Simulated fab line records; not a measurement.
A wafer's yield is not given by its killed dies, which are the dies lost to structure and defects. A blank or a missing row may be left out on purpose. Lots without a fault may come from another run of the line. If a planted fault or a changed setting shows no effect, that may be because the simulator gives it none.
Which of the tools did it? -- flow sky130 -- 13 lots, 39 wafers sampled, at 2 steps of a route of 708

== WHAT EACH GAUGE READ, for each wafer ==
SKY_VIA1_THK_MEAS_01. Usual: VIA1_HDPCVD_THK gives 1032 nm (standard deviation 14).
lot,measured,on,VIA1_HDPCVD_THK (nm),flag
L599,day 32 21:34,filmMetro-04,1043 1051 1041,
L600,day 33 03:10,filmMetro-02,1014 1033 1023,
L601,day 33 19:59,filmMetro-01,1019 1040 1027,
L602,day 33 20:56,filmMetro-01,1005 1012 1016,
L603,day 34 13:55,filmMetro-01,1040 1013 1019,
L604,day 35 03:27,filmMetro-04,1050 1049 1041,
L614,day 38 07:41,filmMetro-02,1013,
L616,day 38 15:16,filmMetro-01,1036 1047 1041,
L617,day 39 01:50,filmMetro-04,1047 1006 1016,
L619,day 39 04:52,filmMetro-01,1037 1039 1021,
L620,day 39 14:03,filmMetro-02,1015 1020 1004,
L621,day 40 09:20,filmMetro-01,1040 1024 1024,

== TOOL THAT RAN EACH LOT (tool first, then ch and the chambers of the sampled wafers, then the start) ==
lot,SKY_POLY_CUT_ETCH_11
L599,"rieDiel-02 ch 2,3, day 24 07:17"
L600,"rieDiel-01 ch 0,1,3, day 24 15:02"
L601,"rieDiel-01 ch 1,2,3, day 25 08:11"
L602,"rieDiel-04 ch 2,3, day 25 08:32"
L603,"rieDiel-01 ch 1,2,3, day 26 02:40"
L604,"rieDiel-02 ch 0,2,3, day 26 15:26"
L613,"rieDiel-02 ch 0,1, day 30 01:11"
L614,"rieDiel-02 ch 0,2,3, day 30 04:16"
L616,"rieDiel-04 ch 0,1,2, day 30 14:01"
L617,"rieDiel-01 ch 0,2,3, day 31 01:14"
L619,"rieDiel-04 ch 0,2,3, day 31 07:38"
L620,"rieDiel-01 ch 0,1,3, day 31 14:16"
L621,"rieDiel-04 ch 0,2,3, day 32 12:54"
- SKY_POLY_CUT_ETCH_11: etches Si3N4 in CF4/CH2F2/Ar, stops on poly-Si, time 42.5 s, target depth 60 nm.

== WHAT THE TOOLS THEMSELVES READ (means of the sampled wafers that have a number; where no wafer has one, the mark that the record gives instead) ==
SKY_POLY_CUT_ETCH_11. Usual: drypumpMotorCurrentA 5.70 A, standard deviation 0.3; oesProductAu 0.829 a.u., standard deviation 0.0069; rfFwdPowerW 607.5 W, standard deviation 2.7; throttleValvePct 14.995 %, standard deviation 0.009.
lot,tool,drypumpMotorCurrentA (A),oesProductAu (a.u.),rfFwdPowerW (W),throttleValvePct (%),flag
L599,rieDiel-02,5.34,0.821,605.5,14.998,
L600,rieDiel-01,5.51,0.835,609.1,14.991,
L601,rieDiel-01,5.71,0.830,607.0,14.992,
L602,rieDiel-04,5.80,0.827,609.6,15.001,
L603,rieDiel-01,5.71,0.817,608.6,14.998,
L604,rieDiel-02,5.59,0.824,604.3,14.996,
L613,rieDiel-02,5.76,0.745,607.9,14.993,OFF
L614,rieDiel-02,5.59,0.741,606.4,14.992,OFF
L616,rieDiel-04,5.86,0.828,607.0,15.001,
L617,rieDiel-01,5.59,0.839,609.0,15.000,
L619,rieDiel-04,5.95,0.829,605.0,15.001,
L620,rieDiel-01,5.54,0.833,608.5,14.994,
L621,rieDiel-04,5.96,0.825,608.4,15.001,

== THE ANSWER, worked out from the rows above alone ==
Rule: a lot counts as off when the mean over its wafers that have a number is more than 3 standard deviations away from the usual mean. A lot without any number at a reading at which 4 lots or more have one is off too. All remaining lots with rows at the step are treated as sound. First the gauges in route order, then the tools' own readings, where a lot's mean is used as printed above. At the first step where some lot is off, the reading lying furthest off is the one used; lots without a number count as furthest.
Off: L613, L614, at SKY_POLY_CUT_ETCH_11 (oesProductAu).
If a tool, at that step or one of the process steps before it, ran each lot that is off and ran no sound lot following the first of them, it fits. One fits: SKY_POLY_CUT_ETCH_11 on rieDiel-02. Its last sound lot is L604 (day 26 15:26), its first lot that is off L613 (day 30 01:11): a fault that began between those two fits.
The tool's own readings at SKY_POLY_CUT_ETCH_11 bear it out: on the lots that are off they differ by more than 5 times the standard deviation of the sound lots' means. oesProductAu reads 0.743 a.u. there against 0.828 a.u. on the sound lots.

== WHAT THE SIMULATOR HAD INSERTED ==
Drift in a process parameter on rieDiel-02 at SKY_POLY_CUT_ETCH_11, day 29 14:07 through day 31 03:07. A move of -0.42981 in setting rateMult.
Shown lots that were struck: L614, L613. The rule above found the same.
